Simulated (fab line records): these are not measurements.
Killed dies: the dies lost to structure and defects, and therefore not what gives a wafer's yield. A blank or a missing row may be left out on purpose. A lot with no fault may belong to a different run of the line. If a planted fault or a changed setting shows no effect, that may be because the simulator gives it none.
fab line records    flow sky130
record lots=6  wafers=18  last-day=50
route steps=708 shown SONOS_TUNNEL@166 SONOS_ONO@168 PAD_OPEN@708
lots that met no fault: from a run of the same line without faults
start-h: hours from the record's first day to the start of the lot's first wafer shown    wait-h: hours from the lot's prior step to this one    " repeats the value in the row above    L1.1+2: several wafers, shown together as one row    - value missing, or start not given    * or withheld: withheld    < > ~ a bound
route shown NAME@n: NAME is a module with steps in the file, n the number in the route of the first one    usual: mean/standard deviation of fault-free wafers    same: alike in all rows    chamber/n: place in a boat    sites: each site's reading    _std_site: the standard deviation of these    _edge_site: outer sites' mean less inner sites'    radius-mm: for every site, how far away it sits from the centre of the wafer    mask NAME#n: copy n    behind: the tool/chamber that last shaped the wafer    hold: why the lot went on hold/how many hours it stayed there/how the hold came to an end    device: which transistor (n, p or np) failed to switch    end of line: the same wafers' tests at the end of the route    where a step has no rows: the recipe by itself    killed: not the wafer's yield, but the dies lost to structure and defects at the first sort    map: per-die view of a wafer (x killed, . not killed, _ where there is no die)
set.NAME: the run value of the setting; set.NAME@STEP: its run value at that earlier step    model.NAME: the simulator's own value behind a step, which no gauge read
lots seen at some steps along the route; tables by step, rows by wafer
services: from which hour (start-h, from the record's first day; less than 0 if before it) a tool's chamber was out of use, for how many hours, and why
## steps
# step SKY_SONOS_TUNNEL_TW_MEAS_12
# usual SONOS_TUNNEL_TW=195.3/1
lot.wafer  tool           chamber  start-h  wait-h  SONOS_TUNNEL_TW
L290.1     film-metro-02  -        275.40   0.0     196.1
L290.3     "              -        "        "       195.0
L290.5     "              -        "        "       196.3
L294.3     film-metro-04  -        302.16   0.0     195.6
L294.4     "              -        "        "       194.8
L294.5     "              -        "        "       194.7
L299.2     film-metro-02  -        348.70   0.0     195.1
L299.3     "              -        "        "       194.4
L299.6     "              -        "        "       195.0
L300.1     film-metro-04  -        355.95   0.0     195.3
L300.2     "              -        "        "       195.9
L300.5     "              -        "        "       195.3
L307.1     film-metro-02  -        403.80   0.0     194.9
L307.3     "              -        "        "       195.8
L307.6     "              -        "        "       194.9
L310.1     film-metro-02  -        433.01   0.0     194.0
L310.3     "              -        "        "       195.3
L310.5     "              -        "        "       195.4
# step SKY_SONOS_TUNNEL_CLEAN_13
# recipe chemistry=dHF  time-s=20  dilution=100:1  dry=ipa-marangoni
# step SKY_SONOS_ONO_OXIDATION_00
# recipe temp-c=800  ambient=O2  idle-temp-c=700  ramp-up-c-per-min=10  ramp-down-c-per-min=3  stabilise-s=600  purge-s=300  target-thk-a=26  ox-time-s=1249
# step SKY_SONOS_ONO_THK_MEAS_01
# recipe reads=SiO2_of_SONOS_ONO_OXIDATION_00
# usual SONOS_ONO_OXIDATION_THK=2.58/0.059
lot.wafer  tool           chamber  start-h  wait-h  SONOS_ONO_OXIDATION_THK[nm]
L290.1     film-metro-01  -        281.43   0.0     2.57
L290.3     "              -        "        "       2.57
L290.5     "              -        "        "       2.49
L294.3     film-metro-02  -        303.59   0.0     2.56
L294.4     "              -        "        "       2.56
L294.5     "              -        "        "       2.59
L299.2     film-metro-03  -        358.75   0.0     2.68
L299.3     "              -        "        "       2.62
L299.6     "              -        "        "       2.56
L300.1     film-metro-01  -        358.78   0.0     2.56
L300.2     "              -        "        "       2.53
L300.5     "              -        "        "       2.58
L307.1     film-metro-02  -        410.25   0.0     2.59
L307.3     "              -        "        "       2.63
L307.6     "              -        "        "       2.64
L310.1     film-metro-02  -        435.39   0.0     2.65
L310.3     "              -        "        "       2.60
L310.5     "              -        "        "       2.61
# step SKY_SONOS_ONO_CVD_02
# recipe material=Si3N4  precursor=DCS/NH3  target-thk-nm=10.5  temp-c=770  time-s=180  pressure-mtorr=250
# step SKY_SONOS_ONO_THK_MEAS_03
# recipe reads=Si3N4_of_SONOS_ONO_CVD_02
# usual SONOS_ONO_CVD_02_THK=10.45/0.13
lot.wafer  tool           chamber  start-h  wait-h  SONOS_ONO_CVD_02_THK[nm]
L290.1     film-metro-03  -        286.15   0.0     10.40
L290.3     "              -        "        "       10.57
L290.5     "              -        "        "       10.43
L294.3     film-metro-03  -        304.70   0.0     10.50
L294.4     "              -        "        "       10.60
L294.5     "              -        "        "       10.52
L300.1     film-metro-03  -        361.91   0.0     10.24
L300.2     "              -        "        "       10.21
L300.5     "              -        "        "       10.16
L299.2     film-metro-02  -        361.92   0.0     10.68
L299.3     "              -        "        "       10.62
L299.6     "              -        "        "       10.58
L307.1     film-metro-03  -        411.88   0.0     10.42
L307.3     "              -        "        "       10.44
L307.6     "              -        "        "       10.49
L310.1     film-metro-01  -        437.93   0.0     10.27
L310.3     "              -        "        "       10.23
L310.5     "              -        "        "       10.16
# step SKY_SONOS_ONO_CVD_04
# recipe material=SiO2  precursor=SiH4/N2O  target-thk-nm=5.7199  temp-c=900  pressure-mtorr=400
# step SKY_SONOS_ONO_THK_MEAS_05
# recipe reads=SiO2_of_SONOS_ONO_CVD_04
# usual SONOS_ONO_CVD_04_THK=5.72/0.1
lot.wafer  tool           chamber  start-h  wait-h  SONOS_ONO_CVD_04_THK[nm]
L290.1     film-metro-03  -        287.46   0.0     5.80
L290.3     "              -        "        "       5.72
L290.5     "              -        "        "       5.84
L294.3     film-metro-02  -        306.01   0.0     5.62
L294.4     "              -        "        "       5.56
L294.5     "              -        "        "       5.58
L300.1     film-metro-01  -        363.22   0.0     5.61
L300.2     "              -        "        "       5.57
L300.5     "              -        "        "       5.59
L299.2     film-metro-03  -        363.23   0.0     5.75
L299.3     "              -        "        "       5.74
L299.6     "              -        "        "       5.75
L307.1     film-metro-03  -        413.21   0.0     5.55
L307.3     "              -        "        "       5.58
L307.6     "              -        "        "       5.58
L310.1     film-metro-01  -        439.87   0.0     5.81
L310.3     "              -        "        "       5.87
L310.5     "              -        "        "       5.75
# step SKY_SONOS_ONO_DEHYDRATE_06
# recipe temp-c=200  time-s=60
# step SKY_SONOS_ONO_HMDS_07
# recipe prime-time-s=60  prime-temp-c=120
# step SKY_SONOS_ONO_COAT_08
# recipe resist=NOVOLAK  spin-rpm=3000  resist-thk-nm=1140
# step SKY_SONOS_ONO_SOFTBAKE_09
# recipe temp-c=90  time-s=60  resist=NOVOLAK
# step SKY_SONOS_ONO_EXPOSE_10
# recipe mask-id=ONOM  target-cd-nm=410  na=0.6  source-shape=conventional  sigma-outer=0.6  dose-mj=150
# usual exposure-dose-mJ-cm2=149.96/0.15
# same sigma-outer=0.6
lot.wafer  tool              chamber  start-h  wait-h  mask    exposure-dose-mJ-cm2
L290.1     iline-stepper-01  0        303.04   -       ONOM#0  149.89
L290.3     "                 0        "        "       ONOM#0  149.84
L290.5     "                 0        "        "       ONOM#0  149.99
L294.3     iline-stepper-02  0        319.40   -       ONOM#0  149.75
L294.4     "                 0        "        "       ONOM#0  149.91
L294.5     "                 0        "        "       ONOM#0  150.20
L299.2     iline-stepper-02  0        376.38   -       ONOM#0  156.71
L299.3     "                 0        "        "       ONOM#0  156.71
L299.6     "                 0        "        "       ONOM#0  156.76
L300.1     iline-stepper-02  0        376.76   -       ONOM#0  156.56
L300.2     "                 0        "        "       ONOM#0  156.57
L300.5     "                 0        "        "       ONOM#0  156.56
L307.1     iline-stepper-01  0        426.56   -       ONOM#0  149.76
L307.3     "                 0        "        "       ONOM#0  149.87
L307.6     "                 0        "        "       ONOM#0  149.94
L310.1     iline-stepper-01  0        455.68   -       ONOM#0  149.95
L310.3     "                 0        "        "       ONOM#0  149.98
L310.5     "                 0        "        "       ONOM#0  150.21
# step SKY_SONOS_ONO_PEB_11
# recipe temp-c=withheld  time-s=*  resist=NOVOLAK
# step SKY_SONOS_ONO_DEVELOP_12
# recipe develop-time-s=60  dev-temp-c=23
# step SKY_SONOS_ONO_CD_MEAS_13
# recipe target-cd-nm=410
# usual cd-nm=410.1/2
lot.wafer  tool       chamber  start-h  wait-h  cd-nm
L290.1     cd-sem-01  -        314.86   0.1     407.4
L290.3     "          -        "        "       409.6
L290.5     "          -        "        "       410.2
L294.3     cd-sem-02  -        332.26   0.1     407.1
L294.4     "          -        "        "       407.7
L294.5     "          -        "        "       409.5
L299.2     cd-sem-02  -        390.05   0.1     398.5
L299.3     "          -        "        "       400.8
L299.6     "          -        "        "       401.5
L300.1     cd-sem-01  -        390.33   0.1     398.4
L300.2     "          -        "        "       399.2
L300.5     "          -        "        "       398.0
L307.1     cd-sem-01  -        441.78   0.1     410.0
L307.3     "          -        "        "       408.8
L307.6     "          -        "        "       409.7
L310.1     cd-sem-02  -        470.96   0.1     410.0
L310.3     "          -        "        "       409.2
L310.5     "          -        "        "       412.0
# step SKY_SONOS_ONO_OVL_MEAS_14
# usual SONOS_ONO_OVL=0.0/1.4
lot.wafer  tool        chamber  start-h  wait-h  SONOS_ONO_OVL[nm]
L290.1     overlay-02  -        314.98   0.1     0.6
L290.3     "           -        "        "       1.6
L290.5     "           -        "        "       2.3
L294.3     overlay-02  -        332.36   0.1     1.2
L294.4     "           -        "        "       0.3
L294.5     "           -        "        "       0.6
L299.2     overlay-02  -        390.16   0.1     -1.3
L299.3     "           -        "        "       -1.4
L299.6     "           -        "        "       0.0
L300.1     overlay-01  -        390.45   0.1     1.5
L300.2     "           -        "        "       0.3
L300.5     "           -        "        "       3.3
L307.1     overlay-01  -        441.90   0.1     1.9
L307.3     "           -        "        "       -0.2
L307.6     "           -        "        "       1.4
L310.1     overlay-02  -        471.08   0.1     1.0
L310.3     "           -        "        "       -0.8
L310.5     "           -        "        "       -0.1
# step SKY_SONOS_ONO_ETCH_15
# recipe target-depth-nm=19.52  chemistry=CHF3/O2  source-w=600  bias-w=200  pressure-mtorr=40  chf3-flow-sccm=50  O2_flow_sccm=5  time-s=7.8
# usual chamber-pressure-mTorr=40.00/0.036  drypump-motor-current-A=5.8/0.47  oes-product-au=0.998/0.0099  throttle-valve-pct=8.824/0.0089
lot.wafer  tool         chamber  start-h  wait-h  chamber-pressure-mTorr  drypump-motor-current-A  oes-product-au  rf-hours-counter-h  throttle-valve-pct  model.SONOS_ONO.cd-nm
L290.1     rie-diel-04  1        315.02   0.0     40.05                   5.4                      0.991           115                 8.832               407.3
L290.3     "            0        "        "       40.01                   5.9                      1.019           70                  8.823               409.5
L290.5     "            0        "        "       39.99                   5.9                      1.008           -                   8.823               410.1
L294.3     rie-diel-04  0        332.38   0.0     39.92                   5.8                      1.010           70                  8.804               407
L294.4     "            3        "        "       40.01                   5.7                      0.985           1                   8.812               407.7
L294.5     "            1        "        "       40.05                   5.4                      1.005           -                   8.820               409.7
L299.2     rie-diel-03  3        390.19   0.0     40.02                   5.8                      0.990           10                  8.830               398.6
L299.3     "            0        "        "       40.07                   5.7                      0.992           15                  8.826               400.8
L299.6     "            0        "        "       39.96                   5.7                      0.996           -                   8.830               401.7
L300.1     rie-diel-02  1        390.49   0.0     39.99                   6.7                      1.000           88                  8.821               398.5
L300.2     "            0        "        "       40.01                   6.2                      0.992           51                  8.823               399
L300.5     "            2        "        "       39.99                   4.9                      0.999           -                   8.831               398.1
L307.1     rie-diel-03  3        441.94   0.0     39.99                   5.8                      0.999           11                  8.813               410
L307.3     "            0        "        "       40.02                   5.7                      1.009           16                  8.834               408.8
L307.6     "            2        "        "       39.98                   5.4                      1.011           -                   8.825               409.5
L310.1     rie-diel-04  1        471.12   0.0     39.97                   5.4                      0.994           2                   8.830               410.5
L310.3     "            2        "        "       40.01                   6.3                      0.999           43                  8.823               408.9
L310.5     "            3        "        "       39.97                   5.7                      0.993           -                   8.812               412
# step SKY_SONOS_ONO_WET_ETCH_16
# recipe chemistry=dHF  target-depth-nm=14  dry=n2-spin  target=SiO2  dilution=100:1  temp-c=26.11  time-s=280
# step SKY_PAD_OPEN_PROBE_99
# usual killed_at_M0_to_M3=42/6.6  killed_at_M4_up=3.0/1.7  killed-at-contacts=24/5.3  killed-at-front-end=15/4.5  killed-at-other=0.2/0.49  killed-dies=83/9  killed-open=45/6.9  killed-short=38/5.8
# same gross-dies=492  killed-at-back-side=0
lot.wafer  tool       chamber  start-h  wait-h  killed_at_M0_to_M3  killed_at_M4_up  killed-at-contacts  killed-at-front-end  killed-at-other  killed-dies  killed-open  killed-short
L300.1     prober-02  -        1156.50  0.1     44                  4                12                  9                    1                70           36           34
L300.2     prober-02  -        1156.55  0.1     38                  2                17                  15                   0                72           38           34
L300.5     prober-02  -        1156.70  0.2     34                  5                20                  15                   0                74           36           38
# killed by level:class
L300.1 VIA1:geometric-particle:open=9 VIA3:geometric-particle:open=8 METAL2:geometric-particle:short=7 CONTACT:geometric-particle:open=4 METAL4:geometric-particle:short=4 VIA2:geometric-particle:open=4 VIA2:geometric-particle:short=4 VIA3:geometric-particle:short=4
L300.2 VIA1:geometric-particle:open=10 METAL2:geometric-particle:short=6 LI_CONTACT:geometric-particle:open=5 VIA1:geometric-particle:short=5 LI_CONTACT:geometric-particle:short=4 CONTACT:geometric-particle:short=4 VIA2:geometric-particle:open=4 VIA3:geometric-particle:open=4
L300.5 VIA1:geometric-particle:open=7 LOCAL_INTERCONNECT:geometric-particle:short=7 VIA2:geometric-particle:open=5 VIA2:geometric-particle:short=5 FIELD_ISO:geometric-particle:short=4 FIELD_ISO:geometric-particle:open=4 LI_CONTACT:geometric-particle:open=4 LI_CONTACT:geometric-particle:short=4
## services
tool              chamber  start-h  hours  kind
rie-diel-04       3        281.23   6.4    repair
iline-stepper-02  0        286.75   -      calibration
rie-diel-03       2        287.25   5.6    repair
rie-diel-04       2        291.55   2.7    repair
iline-stepper-02  -        299.18   10.6   repair
rie-diel-02       0        305.22   3.9    repair
iline-stepper-02  -        312.53   1.7    pm
rie-diel-04       2        313.31   14.9   repair
rie-diel-04       0        348.14   4.9    repair
rie-diel-04       1        363.10   -      clean
rie-diel-04       1        363.10   20.3   scheduled-down
rie-diel-04       1        363.10   20.3   vent-cycle
rie-diel-02       2        380.23   3.6    repair
rie-diel-04       3        386.34   8.9    repair
rie-diel-02       3        389.88   11.8   repair
iline-stepper-01  0        391.78   -      calibration
iline-stepper-02  -        394.96   2.7    repair
rie-diel-03       -        402.97   0.5    repair
rie-diel-02       2        405.36   -      clean
rie-diel-02       2        405.36   22.8   scheduled-down
iline-stepper-02  -        433.19   9.0    repair
rie-diel-02       3        437.05   1.4    repair
rie-diel-04       2        443.44   5.8    repair
rie-diel-04       0        461.20   12.0   repair
## key
first-sign step=SKY_SONOS_ONO_EXPOSE_10  reading=exposure-dose-mJ-cm2  direction=up  sigmas=45  usual=*  struck=*
effect step=SKY_SONOS_ONO_CD_MEAS_13  reading=cd-nm  direction=down  sigmas=5.3  usual=410.1  struck=399.4
model-effect step=SKY_SONOS_ONO_ETCH_15  value=SONOS_ONO.cd-nm  without=411.7  struck=399.4
met-at SKY_SONOS_ONO_EXPOSE_10
struck-wafers L299.2,L299.3,L299.6,L300.1,L300.2,L300.5
tester-left-out L299,L300
onset-between 319.40 376.38
fault kind=process-parameter-drift  tool=iline-stepper-02  chamber=-  onset-h=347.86  steps=SKY_SONOS_ONO_EXPOSE_10  channel=dose-mj  offset=6.6493  shape=step  acts-in=these-recipes-only  stated=150
# tester-left-out: of these lots the tester's yield and bins aren't shown, on N5 and GAA mostly nor the transistor test; their killed dies are dies lost to structure and defects alone, not to doping, threshold or leakage, so they don't give the yield
